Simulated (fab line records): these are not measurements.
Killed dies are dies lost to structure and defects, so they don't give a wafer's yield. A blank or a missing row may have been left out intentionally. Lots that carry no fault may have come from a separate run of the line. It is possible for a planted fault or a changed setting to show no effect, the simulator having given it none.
Matching of chambers | flow sky130 | SKY_CAPM_CVD_00 on pecvd-04 has 3 sister chambers
The step deposits SiO2, target thk 15.5 nm. 14 wafers are shown with their chamber, then 7 later ones without.

WAFERS, EACH WITH ITS CHAMBER
wafer  | chamber | heater power w (W)
L848.2 | 0       | 895
L848.3 | 2       | 670
L848.6 | 1       | 715
L852.3 | 2       | 625
L852.4 | 2       | 612
L852.5 | 1       | 788
L855.1 | 1       | 723
L855.4 | 1       | 756
L855.5 | 0       | 906
L857.1 | 0       | 903
L857.2 | 2       | 707
L857.3 | 1       | 776
L865.3 | 2       | 701
L865.4 | 2       | 692

SIGNATURES (averages over the wafers above)
reading        | chamber 0 | chamber 1 | chamber 2 | scatter within a chamber
heater power w | 901.33    | 751.60    | 667.83    | 33.5
Rule: for each reading, subtract the chamber's mean from the wafer's reading, divide by that reading's scatter and square the result; add these up over the readings and take the root, which gives the wafer's distance from the chamber. If the next closest chamber is less than 2 further off than the closest, the wafer can't be placed; otherwise it belongs to the closest. The scatter: the root of (the sum of the squares of (reading less its chamber's mean) over the shown wafers, divided by (wafers less chambers)).

WAFERS WHOSE CHAMBER IS MISSING
wafer  | heater power w (W)
L865.5 | 867
L866.1 | 778
L866.2 | 908
L866.6 | 675
L870.2 | 814
L870.3 | 875
L870.4 | 894

EACH ONE'S CHAMBER
wafer  | from the rows above     | in truth
L865.5 | 0                       | 0
L866.1 | 1                       | 1
L866.2 | 0                       | 0
L866.6 | 2                       | 2
L870.2 | can't be placed: 1 or 0 | 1
L870.3 | 0                       | 0
L870.4 | 0                       | 0
6 of 7 placed correctly. These rows do not allow placing 1 (true chamber among the candidates in 1). Number placed wrongly: 0.
